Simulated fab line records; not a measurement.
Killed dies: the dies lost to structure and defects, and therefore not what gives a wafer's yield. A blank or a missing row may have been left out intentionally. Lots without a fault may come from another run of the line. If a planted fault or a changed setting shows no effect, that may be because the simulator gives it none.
Problem report, 8D (eight disciplines) form, completed by code || flow sky130 || the parts of the form that need people (team, actions taken, sign-off) are left out

## 1. THE PROBLEM
SKY_CONTACT_STRIP_19, strip time to endpoint s: mean 4.12 s over 1 wafer from 1 lot; wafers with no fault: 3.61 s, standard deviation 0.031. Relative to the usual mean, that is a shift of +16 standard deviations.
The step: strips in O2/N2.
Earliest sighting: wafer L169.1 on plasma asher-03 at day 35 17:43. Wafers with a number at this step in the record: 38, from 13 lots. Rule for "out", or "out of limits": more than 4 standard deviations from the usual mean. The rest of the wafers with a number are treated as sound.

## 2. WHAT THIS IS AND IS NOT
{"question": "which readings at this step", "is": "strip time to endpoint s, oes product au", "is not": "drypump motor current A"}
{"question": "which lots", "is": "L169", "is not": "L157, L158, L159, L160, L161, L163, L164, L166, L167, L171, L178, L179"}
{"question": "which wafers of those lots", "is": "L169.1", "is not": "L169.3"}
{"question": "read on which tools", "is": "plasma asher-03", "is not": "plasma asher-02, plasma asher-04"}
{"question": "when", "is": "from day 35 17:43", "is not": "up to then (28 sound wafers); but 9 sound wafers of L171, L178, L179 came after"}

## 3. SUSPECTS, AND WHAT RULES EACH OUT
Counting: if a tool at a process step up to the reading ran every lot that is out, it stays a suspect. Sound lots after the first of them don't rule it out here, since some wafers of a struck lot are sound.
- litho track-03 at SKY_CONTACT_COAT_09 (resist thk 450 nm): kept. It ran the lot that is out, L169 (day 35 04:00); its last sound lot up to then is L167 (day 34 05:00).
- plasma asher-03 at SKY_CONTACT_STRIP_19 (strips in O2/N2): kept. It ran the lot that is out, L169 (day 35 17:43); its last sound lot up to then is L166 (day 34 08:20). Its own readings are out on those wafers: oes product au, strip time to endpoint s.
Left after counting: litho track-03 at SKY_CONTACT_COAT_09, plasma asher-03 at SKY_CONTACT_STRIP_19.

## 4. THE CAUSE (what the simulator had put in)
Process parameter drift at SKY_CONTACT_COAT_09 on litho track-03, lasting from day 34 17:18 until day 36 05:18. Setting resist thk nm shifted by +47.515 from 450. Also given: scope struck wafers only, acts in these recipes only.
This tool is one of the 2 suspects left after counting.

## 5. THE EFFECT CHAIN, in route order
Each row: a reading where the mean over the struck wafers with a number is more than 3 standard deviations away from the usual. Scope: only readings with a usual standard deviation given in the record; hours: median across lots of the time from each lot's start at the first step in this table that gives one to its start at this step; sigmas: change in usual standard deviations.
{"hours": 0, "step": "SKY_CONTACT_STRIP_19", "reading": "oes product au", "usual": "0.381 a.u.", "on struck wafers": 0.406, "change": "+0.025", "sigmas": "+5.4"}
{"hours": 0, "step": "SKY_CONTACT_STRIP_19", "reading": "strip time to endpoint s", "usual": "3.61 s", "on struck wafers": 4.12, "change": "+0.51", "sigmas": "+16"}
Its process steps:
- SKY_CONTACT_STRIP_19: strips in O2/N2.
At these later measuring or inspecting steps, every struck wafer for which the step has a row has a number for every such reading, and none has moved that far: SKY_METAL1_THK_MEAS_06.

## 6. WHAT WOULD HAVE CAUGHT IT SOONER
24 hours passed between the start of the fault at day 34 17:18 and the first reading out of limits in this record, taken at day 35 17:43.
No tool reading at SKY_CONTACT_COAT_09 that has a usual standard deviation in the record was out on any struck wafer, so an alarm limit of 4 standard deviations on those readings would not have fired.
Lots out: 1; all had begun SKY_CONTACT_COAT_09 on litho track-03 by day 35 17:43. Had the tool been put on hold then, not one of them would have been saved.
